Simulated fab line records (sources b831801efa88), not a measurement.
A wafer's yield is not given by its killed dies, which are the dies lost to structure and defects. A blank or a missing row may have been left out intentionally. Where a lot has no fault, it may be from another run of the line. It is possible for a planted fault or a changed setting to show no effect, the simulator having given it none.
fab line records | flow gf180mcu
record: lots: 6 | wafers: 16 | last_day: 33
route steps=602 shown M4@466 V4@476
lots untouched by any fault: they come from a run of this same line in which no faults occurred
start_h: the number of hours between the record's first day and the start of the first shown wafer of the lot | wait_h: how many hours have passed since the lot's step before this one | " same as the row above | L1.1+2: a row that stands for several wafers | - no value present, or no start provided | * or withheld: withheld | < > ~ a bound
route shown NAME@n: a module of which the file shows steps, and the number in the route of the first | usual: the fault-free wafers' mean and standard deviation | same: alike in all rows | chamber/n: place in a boat | sites: per-site readings | _std_site: standard deviation of those values | _edge_site: the outer-site mean with the inner-site mean subtracted | radius_mm: for every site, how far away it sits from the centre of the wafer | mask NAME#n: copy n | behind: tool/chamber where the wafer was last shaped | hold: reason for holding the lot/hours on hold/outcome of the hold | device: the n, p or np transistor that did not switch | end of line: the same wafers' tests at the end of the route | where a step has no rows: the recipe by itself | killed: dies that structure and defects cost at the first sort, which is not the same as the wafer's yield | map: a wafer's dies, marking killed ones x, the rest . and places with no die _
set.NAME: the setting the step ran with; set.NAME@STEP: the setting that earlier step ran with | model.NAME: the simulator's own value behind a step, which no gauge read
certain route steps with their lots: each step a table, each wafer a row
services: from which hour (start_h, from the record's first day; less than 0 if before it) a tool's chamber was out of use, for how many hours, and why
== steps ==
step: GF_M4_SOFTBAKE_10
recipe: temp_c: 130 | time_s: 60 | resist: KrF
step: GF_M4_EXPOSE_11
recipe: mask_id: Metal4 | target_cd_nm: 280 | na: 0.68 | source_shape: conventional | sigma_outer: 0.6 | dose_mj: 28
step: GF_M4_PEB_12
recipe: peb_temp_c: 135 | peb_time_s: 90 | resist: KrF
step: GF_M4_DEVELOP_13
recipe: develop_time_s: 60 | dev_temp_c: 21
step: GF_M4_CD_MEAS_14
recipe: target_cd_nm: 280
usual: cd_nm: 280.3/1.3
lot.wafer | tool      | chamber | start_h | wait_h | cd_nm
L647.1    | cd_sem-02 | -       | 573.24  | 0.1    | 281.9
L647.3    | "         | -       | "       | "      | 282.5
L647.4    | "         | -       | "       | "      | 282.3
L653.3    | cd_sem-02 | -       | 603.59  | 0.1    | 280.0
L654.4    | cd_sem-02 | -       | 616.66  | 0.1    | 280.7
L654.5    | "         | -       | "       | "      | 282.1
L654.6    | "         | -       | "       | "      | 280.6
L660.1    | cd_sem-02 | -       | 658.03  | 0.1    | 281.1
L660.4    | "         | -       | "       | "      | 281.2
L660.6    | "         | -       | "       | "      | 281.3
L661.4    | cd_sem-02 | -       | 666.65  | 0.1    | 280.1
L661.5    | "         | -       | "       | "      | 279.7
L661.6    | "         | -       | "       | "      | 279.3
L663.3    | cd_sem-02 | -       | 678.12  | 0.1    | 280.2
L663.5    | "         | -       | "       | "      | 280.8
L663.6    | "         | -       | "       | "      | 281.8
step: GF_M4_OVL_MEAS_15
usual: M4_OVL: 1/4.5
lot.wafer | tool       | chamber | start_h | wait_h | M4_OVL[nm]
L647.1    | overlay-01 | -       | 573.36  | 0.1    | -4
L647.3    | "          | -       | "       | "      | -3
L647.4    | "          | -       | "       | "      | -10
L653.3    | overlay-02 | -       | 603.69  | 0.1    | -1
L654.4    | overlay-01 | -       | 616.74  | 0.1    | 3
L654.5    | "          | -       | "       | "      | -6
L654.6    | "          | -       | "       | "      | 4
L660.1    | overlay-02 | -       | 658.16  | 0.1    | 2
L660.4    | "          | -       | "       | "      | 2
L660.6    | "          | -       | "       | "      | 6
L661.4    | overlay-02 | -       | 666.72  | 0.1    | 4
L661.5    | "          | -       | "       | "      | 0
L661.6    | "          | -       | "       | "      | 4
L663.3    | overlay-02 | -       | 678.21  | 0.1    | 11
L663.5    | "          | -       | "       | "      | 0
L663.6    | "          | -       | "       | "      | 4
step: GF_M4_METAL_ETCH_16
recipe: chemistry: Cl2/BCl3 | mask_material: KrF | target_depth_nm: 627.5 | stop_on: SiO2 | pressure_mtorr: 8 | icp_w: 800 | bias_w: 140 | Cl2_flow_sccm: 80 | bcl3_flow_sccm: 40 | time_s: 104.6
usual: drypump_motor_current_A: 5.74/0.23 | oes_product_au: 0.969/0.0074 | throttle_valve_pct: 28.252/0.011
lot.wafer | tool         | chamber | start_h | wait_h | drypump_motor_current_A | oes_product_au | rf_hours_counter_h | throttle_valve_pct
L647.1    | rie_metal-04 | 0       | 573.39  | 0.0    | 5.67                    | 0.975          | 10                 | 28.238
L647.3    | "            | 0       | "       | "      | 5.65                    | 0.970          | -                  | 28.244
L647.4    | "            | 1       | "       | "      | 5.56                    | 0.973          | -                  | 28.241
L653.3    | rie_metal-02 | 0       | 603.75  | 0.1    | 5.54                    | 0.980          | -                  | 28.239
L654.4    | rie_metal-01 | 1       | 616.80  | 0.0    | 6.23                    | 0.971          | -                  | 28.232
L654.5    | "            | 0       | "       | "      | 5.63                    | 0.966          | -                  | 28.262
L654.6    | "            | 1       | "       | "      | 6.23                    | 0.972          | -                  | 28.255
L660.1    | rie_metal-04 | 0       | 658.19  | 0.0    | 5.67                    | 0.976          | 13                 | 28.236
L660.4    | "            | 0       | "       | "      | 5.69                    | 0.976          | -                  | 28.249
L660.6    | "            | 0       | "       | "      | 5.66                    | 0.971          | -                  | 28.243
L661.4    | rie_metal-02 | 1       | 666.78  | 0.0    | 5.85                    | 0.967          | -                  | 28.264
L661.5    | "            | 1       | "       | "      | 5.83                    | 0.965          | -                  | 28.241
L661.6    | "            | 0       | "       | "      | 5.54                    | 0.963          | -                  | 28.265
L663.3    | rie_metal-04 | 1       | 678.27  | 0.1    | 5.52                    | 0.971          | -                  | 28.257
L663.5    | "            | 1       | "       | "      | 5.49                    | 0.981          | -                  | 28.255
L663.6    | "            | 0       | "       | "      | 5.67                    | 0.972          | -                  | 28.264
step: GF_M4_STRIP_17
recipe: chemistry: O2/N2 | power_w: 1400 | pressure_mtorr: 1500 | platen_temp_c: 250 | o2_flow_sccm: 3000 | n2_flow_sccm: 300 | overash_fraction: 0.5
usual: drypump_motor_current_A: 5.7/0.55 | heater_power_w: 326/29 | oes_product_au: 0.559/0.005 | platen_temp_c: 250.00/0.19 | strip_time_to_endpoint_s: 7.91/0.06
lot.wafer | tool            | chamber | start_h | wait_h | drypump_motor_current_A | heater_power_w | oes_product_au | platen_temp_c | rf_hours_counter_h | strip_time_to_endpoint_s
L647.1    | plasma_asher-01 | 1       | 573.51  | 0.1    | 6.2                     | 327            | 0.554          | 250.01        | 80                 | 7.86
L647.3    | "               | 0       | "       | "      | 4.9                     | 315            | 0.559          | 249.86        | -                  | 7.87
L647.4    | "               | 1       | "       | "      | 6.2                     | 335            | 0.557          | 249.96        | -                  | 7.80
L653.3    | plasma_asher-04 | 0       | 603.86  | 0.1    | 6.6                     | 391            | 0.563          | 250.36        | -                  | 7.84
L654.4    | plasma_asher-03 | 0       | 616.91  | 0.1    | 5.5                     | 298            | 0.553          | 250.34        | -                  | 7.87
L654.5    | "               | 0       | "       | "      | 5.5                     | 298            | 0.562          | 249.97        | -                  | 8.01
L654.6    | "               | 1       | "       | "      | 5.5                     | 339            | 0.561          | 249.92        | -                  | 7.88
L660.1    | plasma_asher-01 | 0       | 658.42  | 0.2    | 4.9                     | 313            | 0.561          | 249.90        | 84                 | 7.88
L660.4    | "               | 1       | "       | "      | 6.2                     | 338            | 0.559          | 250.02        | -                  | 7.87
L660.6    | "               | 1       | "       | "      | 6.2                     | 333            | 0.554          | 249.89        | -                  | 7.86
L661.4    | plasma_asher-04 | 1       | 666.89  | 0.1    | 5.5                     | 285            | 0.570          | 250.30        | -                  | 7.94
L661.5    | "               | 0       | "       | "      | 6.6                     | 386            | 0.555          | 249.57        | -                  | 7.95
L661.6    | "               | 1       | "       | "      | 5.5                     | 299            | 0.555          | 250.07        | -                  | 7.95
L663.3    | plasma_asher-01 | 1       | 678.38  | 0.1    | 6.2                     | 321            | 0.557          | 250.06        | -                  | 7.86
L663.5    | "               | 1       | "       | "      | 6.2                     | 328            | 0.551          | 250.18        | -                  | 7.84
L663.6    | "               | 0       | "       | "      | 4.9                     | 307            | 0.559          | 250.03        | -                  | 7.92
step: GF_M4_STRIP_18
recipe: chemistry: post_etch_residue_remover | time_s: 1200 | temp_c: 72.5
step: GF_M4_CLEAN_19
recipe: chemistry: DIW | dry: n2_spin
step: GF_V4_CVD_00
recipe: material: SiO2 | target_thk_nm: 600 | sigma_open_frac: 0.3 | temp_c: 400 | time_s: 100 | sih4_flow_sccm: 60 | pressure_mtorr: 6
step: GF_V4_THK_MEAS_01
recipe: reads: SiO2_of_V4_CVD_00
usual: V4_CVD_00_THK: 603/7
lot.wafer | tool          | chamber | start_h | wait_h | V4_CVD_00_THK[nm]
L647.1    | film_metro-04 | -       | 574.15  | 0.1    | 620
L647.3    | "             | -       | "       | "      | 621
L647.4    | "             | -       | "       | "      | 606
L653.3    | film_metro-01 | -       | 604.85  | 0.1    | 592
L654.4    | film_metro-01 | -       | 617.51  | 0.0    | 592
L654.5    | "             | -       | "       | "      | 594
L654.6    | "             | -       | "       | "      | 589
L660.1    | film_metro-03 | -       | 659.02  | 0.0    | 601
L660.4    | "             | -       | "       | "      | 603
L660.6    | "             | -       | "       | "      | 601
L661.4    | film_metro-03 | -       | 667.52  | 0.0    | 603
L661.5    | "             | -       | "       | "      | 597
L661.6    | "             | -       | "       | "      | 602
L663.3    | film_metro-04 | -       | 678.97  | 0.1    | 614
L663.5    | "             | -       | "       | "      | 617
L663.6    | "             | -       | "       | "      | 612
step: GF_V4_CVD_02
recipe: material: SiO2 | target_thk_nm: 850 | precursor: TEOS | temp_c: 400 | time_s: 94.851 | rf_w: 600
usual: heater_power_outer_w: 380/60 | heater_power_w: 658/86
lot.wafer | tool     | chamber | start_h | wait_h | heater_power_outer_w | heater_power_w
L647.1    | pecvd-02 | 0       | 574.21  | 0.1    | 393                  | 638
L647.3    | "        | 1       | "       | "      | 369                  | 601
L647.4    | "        | 0       | "       | "      | 302                  | 533
L653.3    | pecvd-03 | 0       | 604.89  | 0.0    | -                    | -
L654.4    | pecvd-02 | 1       | 617.57  | 0.1    | -                    | -
L654.5    | "        | 0       | "       | "      | -                    | -
L654.6    | "        | 2       | "       | "      | -                    | -
L660.1    | pecvd-03 | 1       | 659.08  | 0.1    | 419                  | 695
L660.4    | "        | 0       | "       | "      | 360                  | 667
L660.6    | "        | 2       | "       | "      | 414                  | 693
L661.4    | pecvd-01 | 0       | 667.59  | 0.1    | 311                  | 582
L661.5    | "        | 2       | "       | "      | 381                  | 677
L661.6    | "        | 1       | "       | "      | 391                  | 630
L663.3    | pecvd-03 | 0       | 679.04  | 0.1    | 353                  | 645
L663.5    | "        | 1       | "       | "      | 480                  | 772
L663.6    | "        | 0       | "       | "      | 423                  | 724
step: GF_V4_THK_MEAS_03
recipe: reads: SiO2_of_V4_CVD_02
usual: V4_CVD_02_THK: 855/11
lot.wafer | tool          | chamber | start_h | wait_h | V4_CVD_02_THK[nm]
L647.1    | film_metro-03 | -       | 574.28  | 0.0    | 874
L647.3    | "             | -       | "       | "      | 857
L647.4    | "             | -       | "       | "      | 870
L653.3    | film_metro-01 | -       | 604.98  | 0.1    | 0
L654.4    | film_metro-03 | -       | 617.64  | 0.0    | 0
L654.5    | "             | -       | "       | "      | 0
L654.6    | "             | -       | "       | "      | 0
L660.1    | film_metro-04 | -       | 659.15  | 0.0    | 844
L660.4    | "             | -       | "       | "      | 853
L660.6    | "             | -       | "       | "      | 842
L661.4    | film_metro-01 | -       | 667.65  | 0.0    | 859
L661.5    | "             | -       | "       | "      | 853
L661.6    | "             | -       | "       | "      | 858
L663.3    | film_metro-01 | -       | 679.13  | 0.1    | 863
L663.5    | "             | -       | "       | "      | 857
L663.6    | "             | -       | "       | "      | 847
step: GF_V4_CMP_04
recipe: material: SiO2 | down_force_psi: 4 | platen_rpm: 60 | pad_velocity_m_s: 0.94248
usual: motor_current_A: 11.2/1.1 | time_to_endpoint_s: 80/6.6
lot.wafer | tool   | chamber | start_h | wait_h | motor_current_A | time_to_endpoint_s
L647.3    | cmp-01 | 3       | 574.34  | 0.0    | 10.0            | 75
L647.4    | "      | 0       | "       | "      | 11.7            | 87
L647.1    | "      | 2       | "       | "      | 11.4            | 94
L653.3    | cmp-02 | 1       | 605.12  | 0.1    | 10.0            | -
L654.4    | cmp-02 | 1       | 617.82  | 0.2    | 10.1            | -
L654.6    | "      | 2       | "       | "      | 11.6            | -
L654.5    | "      | 3       | "       | "      | 12.4            | -
L660.1    | cmp-02 | 3       | 659.26  | 0.1    | 12.5            | 74
L660.4    | "      | 0       | "       | "      | 12.4            | 72
L660.6    | "      | 3       | "       | "      | 12.1            | 76
L661.4    | cmp-02 | 2       | 667.82  | 0.2    | 12.0            | 79
L661.6    | "      | 1       | "       | "      | 10.3            | 81
L661.5    | "      | 2       | "       | "      | 11.6            | 82
L663.3    | cmp-02 | 2       | 679.22  | 0.1    | 12.0            | 82
L663.6    | "      | 1       | "       | "      | 9.6             | 76
L663.5    | "      | 2       | "       | "      | 11.8            | 81
step: GF_V4_DEHYDRATE_06
recipe: temp_c: 200 | time_s: 60
step: GF_V4_HMDS_07
recipe: prime_time_s: 60 | prime_temp_c: 120
step: GF_V4_COAT_08
recipe: resist: BARC | temp_c: withheld | time_s: withheld | spin_rpm: withheld | resist_thk_nm: withheld
step: GF_V4_COAT_09
recipe: resist: KrF | spin_rpm: withheld | resist_thk_nm: 1000
step: GF_V4_SOFTBAKE_10
recipe: temp_c: 130 | time_s: 60 | resist: KrF
step: GF_V4_EXPOSE_11
recipe: mask_id: Via4 | target_cd_nm: 260 | na: 0.68 | source_shape: conventional | sigma_outer: 0.6 | dose_mj: 38
step: GF_V4_PEB_12
recipe: peb_temp_c: 135 | peb_time_s: 90 | resist: KrF
step: GF_V4_DEVELOP_13
recipe: develop_time_s: 60 | resist: KrF | dev_temp_c: 21
step: GF_V4_CD_MEAS_14
recipe: target_cd_nm: 260
usual: cd_nm: 259.6/1.2
lot.wafer | tool      | chamber | start_h | wait_h | cd_nm
L647.1    | cd_sem-02 | -       | 596.00  | 0.1    | 258.5
L647.3    | "         | -       | "       | "      | 259.4
L647.4    | "         | -       | "       | "      | 259.4
L653.3    | cd_sem-01 | -       | 625.94  | 0.1    | 258.1
L654.4    | cd_sem-01 | -       | 638.14  | 0.1    | 258.7
L654.5    | "         | -       | "       | "      | 260.8
L654.6    | "         | -       | "       | "      | 258.9
L660.1    | cd_sem-01 | -       | 678.59  | 0.1    | 260.4
L660.4    | "         | -       | "       | "      | 260.8
L660.6    | "         | -       | "       | "      | 260.4
L661.4    | cd_sem-01 | -       | 687.26  | 0.1    | 258.6
L661.5    | "         | -       | "       | "      | 260.1
L661.6    | "         | -       | "       | "      | 261.0
L663.3    | cd_sem-02 | -       | 697.92  | 0.1    | 261.3
L663.5    | "         | -       | "       | "      | 261.5
L663.6    | "         | -       | "       | "      | 260.0
step: GF_V4_OVL_MEAS_15
usual: V4_OVL: 7/5.9
lot.wafer | tool       | chamber | start_h | wait_h | V4_OVL[nm]
L647.1    | overlay-02 | -       | 596.12  | 0.1    | 10
L647.3    | "          | -       | "       | "      | 4
L647.4    | "          | -       | "       | "      | 12
L653.3    | overlay-02 | -       | 626.03  | 0.1    | 9
L654.4    | overlay-02 | -       | 638.21  | 0.1    | -2
L654.5    | "          | -       | "       | "      | -4
L654.6    | "          | -       | "       | "      | -5
L660.1    | overlay-02 | -       | 678.71  | 0.1    | 8
L660.4    | "          | -       | "       | "      | 10
L660.6    | "          | -       | "       | "      | 9
L661.4    | overlay-01 | -       | 687.34  | 0.1    | 6
L661.5    | "          | -       | "       | "      | 6
L661.6    | "          | -       | "       | "      | 9
L663.3    | overlay-01 | -       | 698.01  | 0.1    | 7
L663.5    | "          | -       | "       | "      | 6
L663.6    | "          | -       | "       | "      | 12
step: GF_V4_ETCH_16
recipe: chemistry: N2/H2 | target_depth_a: withheld | overetch_a: withheld | time_s: withheld | target: BARC | ion_energy_ev: 200 | source_w: 500 | bias_w: 100 | pressure_mtorr: 30 | n2_flow_sccm: 100 | h2_flow_sccm: 200
usual: drypump_motor_current_A: 5.8/0.35 | oes_product_au: 0.856/0.0051 | throttle_valve_pct: 13.224/0.0085
lot.wafer | tool        | chamber | start_h | wait_h | drypump_motor_current_A | oes_product_au | throttle_valve_pct
L647.1    | rie_diel-02 | 1       | 596.16  | 0.0    | 5.7                     | 0.857          | 13.219
L647.3    | "           | 3       | "       | "      | 6.3                     | 0.864          | 13.241
L647.4    | "           | 2       | "       | "      | 5.6                     | 0.858          | 13.226
L653.3    | rie_diel-02 | 1       | 626.06  | 0.0    | 5.7                     | 0.858          | 13.229
L654.4    | rie_diel-04 | 3       | 638.23  | 0.0    | 6.0                     | 0.857          | 13.234
L654.5    | "           | 0       | "       | "      | 5.6                     | 0.855          | 13.229
L654.6    | "           | 1       | "       | "      | 5.1                     | 0.857          | 13.219
L660.1    | rie_diel-04 | 0       | 678.74  | 0.0    | 5.6                     | 0.855          | 13.245
L660.4    | "           | 2       | "       | "      | 5.9                     | 0.860          | 13.233
L660.6    | "           | 0       | "       | "      | 5.6                     | 0.867          | 13.227
L661.4    | rie_diel-02 | 0       | 687.36  | 0.0    | 6.3                     | 0.856          | 13.212
L661.5    | "           | 2       | "       | "      | 5.6                     | 0.846          | 13.233
L661.6    | "           | 1       | "       | "      | 5.7                     | 0.847          | 13.232
L663.3    | rie_diel-02 | 2       | 698.03  | 0.0    | 5.6                     | 0.856          | 13.228
L663.5    | "           | 0       | "       | "      | 6.3                     | 0.864          | 13.230
L663.6    | "           | 3       | "       | "      | 6.2                     | 0.850          | 13.232
step: GF_V4_ETCH_17
recipe: chemistry: C4F8/O2/Ar | mask_material: KrF | target: SiO2 | stop_on: TiN | source_w: 1500 | bias_w: 1200 | pressure_mtorr: 40 | c4f8_flow_sccm: withheld | O2_flow_sccm: 6 | Ar_flow_sccm: 300 | time_s: withheld | target_depth_a: 6300
usual: oes_product_au: 0.855/0.0049
lot.wafer | tool        | chamber | start_h | wait_h | oes_product_au | model.etch.depth_nm | model.V4.feature_depth_nm
L647.1    | rie_diel-02 | 1       | -       | -      | 0.856          | 635.1               | 635.1
L647.3    | "           | 3       | "       | "      | 0.852          | 631.6               | 631.6
L647.4    | "           | 2       | "       | "      | 0.853          | 633.1               | 633.1
L653.3    | rie_diel-02 | 1       | -       | -      | 0.824          | 592.4               | 592.4
L654.4    | rie_diel-04 | 3       | -       | -      | 0.831          | 592.1               | 592.1
L654.5    | "           | 0       | "       | "      | 0.833          | 594.1               | 594.1
L654.6    | "           | 1       | "       | "      | 0.816          | 588.4               | 588.4
L660.1    | rie_diel-04 | 0       | -       | -      | 0.851          | 632.3               | 632.3
L660.4    | "           | 2       | "       | "      | 0.847          | 629.8               | 629.8
L660.6    | "           | 0       | "       | "      | 0.854          | 632                 | 632
L661.4    | rie_diel-02 | 0       | -       | -      | 0.857          | 632.9               | 632.9
L661.5    | "           | 2       | "       | "      | 0.865          | 632.7               | 632.7
L661.6    | "           | 1       | "       | "      | 0.858          | 632.5               | 632.5
L663.3    | rie_diel-02 | 2       | -       | -      | 0.855          | 633                 | 633
L663.5    | "           | 0       | "       | "      | 0.850          | 632.6               | 632.6
L663.6    | "           | 3       | "       | "      | 0.851          | 633.4               | 633.4
step: GF_V4_STRIP_18
recipe: chemistry: O2/N2 | power_w: 1400 | pressure_mtorr: 1500 | platen_temp_c: 250 | o2_flow_sccm: 3000 | n2_flow_sccm: 300 | overash_fraction: 0.5
usual: drypump_motor_current_A: 5.6/0.35 | heater_power_w: 337/42 | oes_product_au: 0.593/0.005 | platen_temp_c: 249.99/0.19
lot.wafer | tool            | chamber | start_h | wait_h | drypump_motor_current_A | heater_power_w | oes_product_au | platen_temp_c | rf_hours_counter_h
L647.1    | plasma_asher-04 | 1       | 596.29  | -      | 5.5                     | 289            | 0.596          | 249.99        | 98
L647.3    | "               | 1       | "       | "      | 5.5                     | 302            | 0.601          | 250.21        | -
L647.4    | "               | 0       | "       | "      | 6.6                     | 393            | 0.604          | 249.88        | -
L653.3    | plasma_asher-04 | 0       | 626.22  | -      | 6.6                     | 397            | 0.594          | 250.07        | -
L654.4    | plasma_asher-04 | 0       | 638.39  | -      | 6.6                     | 392            | 0.589          | 249.85        | -
L654.5    | "               | 1       | "       | "      | 5.5                     | 294            | 0.593          | 249.98        | -
L654.6    | "               | 0       | "       | "      | 6.6                     | 384            | 0.591          | 249.95        | -
L660.1    | plasma_asher-04 | 1       | 678.87  | -      | 5.5                     | 295            | 0.595          | 249.75        | 107
L660.4    | "               | 0       | "       | "      | 6.6                     | 388            | 0.590          | 249.69        | -
L660.6    | "               | 1       | "       | "      | 5.5                     | 298            | 0.592          | 249.72        | -
L661.4    | plasma_asher-03 | 1       | 687.52  | -      | 5.5                     | 345            | 0.591          | 250.34        | -
L661.5    | "               | 1       | "       | "      | 5.5                     | 336            | 0.602          | 250.13        | -
L661.6    | "               | 0       | "       | "      | 5.5                     | 303            | 0.600          | 249.87        | -
L663.3    | plasma_asher-02 | 0       | 698.19  | -      | 5.3                     | 380            | 0.593          | 249.88        | -
L663.5    | "               | 0       | "       | "      | 5.3                     | 400            | 0.590          | 249.83        | -
L663.6    | "               | 1       | "       | "      | 5.6                     | 297            | 0.594          | 249.80        | -
== services ==
tool            | chamber | start_h | hours | kind
pecvd-03        | -       | 551.43  | 4.3   | pm
plasma_asher-03 | -       | 565.17  | 0.3   | repair
cmp-02          | -       | 570.45  | 2.2   | repair
rie_diel-04     | 0       | 572.17  | 3.1   | repair
cmp-02          | -       | 572.69  | 4.0   | pm
plasma_asher-01 | -       | 576.58  | 14.6  | pm
rie_diel-04     | 2       | 576.96  | 14.7  | repair
cmp-01          | -       | 585.91  | 2.3   | repair
rie_diel-04     | -       | 589.68  | 0.9   | repair
pecvd-01        | -       | 591.12  | 14.0  | pm
plasma_asher-01 | -       | 592.24  | 28.1  | pm
rie_diel-04     | 2       | 603.08  | 2.4   | repair
rie_metal-02    | -       | 610.44  | 28.1  | pm
plasma_asher-01 | -       | 621.76  | 2.8   | pm
rie_diel-02     | -       | 637.78  | 0.7   | repair
pecvd-02        | -       | 638.73  | 2.8   | pm
cmp-02          | -       | 639.46  | 4.5   | pm
rie_diel-02     | 0       | 639.55  | 15.7  | repair
plasma_asher-04 | -       | 639.79  | 2.8   | pm
cmp-02          | -       | 644.33  | 0.7   | repair
cmp-02          | -       | 652.85  | 0.4   | repair
pecvd-03        | 2       | 659.82  | 45.5  | repair
pecvd-02        | -       | 662.69  | 2.6   | repair
rie_metal-02    | -       | 674.66  | 2.8   | pm
== key ==
first_sign: step: GF_V4_CVD_02 | reading: tool_record | direction: missing
effect: step: GF_V4_THK_MEAS_03 | reading: V4_CVD_02_THK | direction: down | sigmas: 78 | usual: 855 | struck: 0
effect: step: GF_V4_ETCH_17 | reading: oes_product_au | direction: down | sigmas: 6 | usual: 0.855 | struck: 0.826
model_effect: step: GF_V4_ETCH_17 | value: etch.depth_nm | without: 633.1 | struck: 591.8
met_at GF_V4_CVD_02
struck_wafers L653.3,L654.4,L654.5,L654.6
later_rows_left_out L653.3,L654.4,L654.5,L654.6
sort_left_out L653.3,L654.4,L654.5,L654.6
tester_left_out L653
onset_between 574.21 604.89
earlier_fault: kind: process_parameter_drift | tool: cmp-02 | chamber: 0 | onset_h: 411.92 | steps: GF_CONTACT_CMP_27 | channel: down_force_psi | offset: 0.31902 | shape: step | end_h: 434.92 | acts_in: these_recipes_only | stated: 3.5
fault: kind: skipped_step_whole | tool: pecvd-02,pecvd-03 | chamber: - | onset_h: 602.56 | steps: GF_V4_CVD_02 | scope: struck_lots_only
tester_left_out: of these lots the tester's yield and bins aren't shown, on N5 and GAA mostly nor the transistor test; their killed dies are dies lost to structure and defects alone, not to doping, threshold or leakage, so they don't give the yield
sort_left_out: the simulated sort isn't trusted on such a fault, so these wafers' sort isn't shown, and their yield isn't known
later_rows_left_out: the simulator's readings of these wafers behind a module that went badly wrong aren't trusted and aren't shown, but for the sort
